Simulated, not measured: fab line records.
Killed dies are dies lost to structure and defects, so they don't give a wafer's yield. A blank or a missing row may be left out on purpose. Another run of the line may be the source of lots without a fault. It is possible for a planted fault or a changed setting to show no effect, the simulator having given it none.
Problem report in the 8D (eight disciplines) form, filled by code :: flow sky130 :: the parts of the form that need people (team, actions taken, sign-off) are left out

## 1. WHAT WENT WRONG
Wafers free of any fault read 68.86 ohm/sq (standard deviation 0.15) for SD_N_RS at SKY_SD_N_RS_MEAS_16, against a mean of 62.76 ohm/sq on 9 wafers of 3 lots. That puts it -41 standard deviations away from the usual mean.
The step: measures by four-point-probe.
Seen first at day 30 08:30 on filmMetro-03, wafer L324.2. At this step, 36 wafers from 12 lots have a number in the record. The rule behind "out" and "out of limits": a value lying over 4 standard deviations away from the usual mean. The rest of the wafers with a number are treated as sound.

## 2. WHAT IT IS; WHAT IT IS NOT
question: which readings at this step
is: SD_N_RS
is not: -

question: which lots
is: L324, L326, L328
is not: L320, L322, L332, L335, L336, L337, L338, L339, L340

question: which wafers of those lots
is: all that have a number
is not: -

question: read on which gauges
is: filmMetro-03, filmMetro-04
is not: filmMetro-01

question: when
is: from day 30 08:30
is not: up to then (6 sound wafers); but 21 sound wafers of L332, L335, L336, L337, L338, L339, L340 came after

## 3. SUSPECTS, AND WHAT RULES EACH OUT
Counting: a tool at any process step up to the reading remains a suspect when it ran all the lots that are out and ran no sound lot after the first of those.
- the gauge at SKY_SD_N_RS_MEAS_16: ruled out. 2 gauges (filmMetro-03, filmMetro-04) read the wafers that are out.
- rtpAnneal-01 at SKY_SD_N_RTA_14 (time 2 s): ruled out as a lasting fault. Following L324 (day 30 08:19), the first lot on it that is out, the sound lots L336, L338, L340 were run on it.
Left after counting: nothing in the record.

## 4. THE CAUSE (what the simulator had put in)
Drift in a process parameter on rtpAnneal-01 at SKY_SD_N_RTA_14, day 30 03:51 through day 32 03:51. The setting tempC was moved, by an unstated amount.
It was ruled out by counting, in error; the rule expects a fault to strike all lots run on its tool from its start on, and this fault did not.

## 5. THE CHAIN OF EFFECTS, in route order
One row per reading whose mean, taken over the struck wafers that have a number, lies over 3 standard deviations from the usual. Only readings for which the record gives a usual standard deviation are gone through. hours: the time from each lot's start at the first step in this table that gives one to its start at this step, as a median over the lots. sigmas: the change in usual standard deviations.
hours: 0
step: SKY_SD_N_RTA_14
reading: lampPowerPct
usual: 15.74 %
on struck wafers: 16.57
change: +0.83
sigmas: +16

hours: 0
step: SKY_SD_N_RTA_14
reading: wafer_temp_C_max
usual: 1078.0
on struck wafers: 1110.1
change: +32.1
sigmas: +21

hours: 0
step: SKY_SD_N_RS_MEAS_16
reading: SD_N_RS
usual: 68.86 ohm/sq
on struck wafers: 62.76
change: -6.10
sigmas: -41

hours: 0
step: SKY_SD_N_RS_MEAS_17
reading: SD_P_RS
usual: 146.9 ohm/sq
on struck wafers: 118.1
change: -28.8
sigmas: -67
Process steps it contains:
- SKY_SD_N_RTA_14: time 2 s.
Later steps that measure or inspect, where all struck wafers having a row at the step show a number for every such reading and not one has moved that far: SKY_LI_CONTACT_CD_MEAS_12.

## 6. WHAT WOULD HAVE CAUGHT IT SOONER
5 hours passed between the start of the fault at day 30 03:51 and the first reading out of limits at a measuring or inspecting step in this record, taken at day 30 08:30.
At SKY_SD_N_RTA_14, the tool's own readings (lampPowerPct, wafer_temp_C_max) were out on each struck wafer the step has a row for, so an alarm limit on them would have fired on the first such wafer.
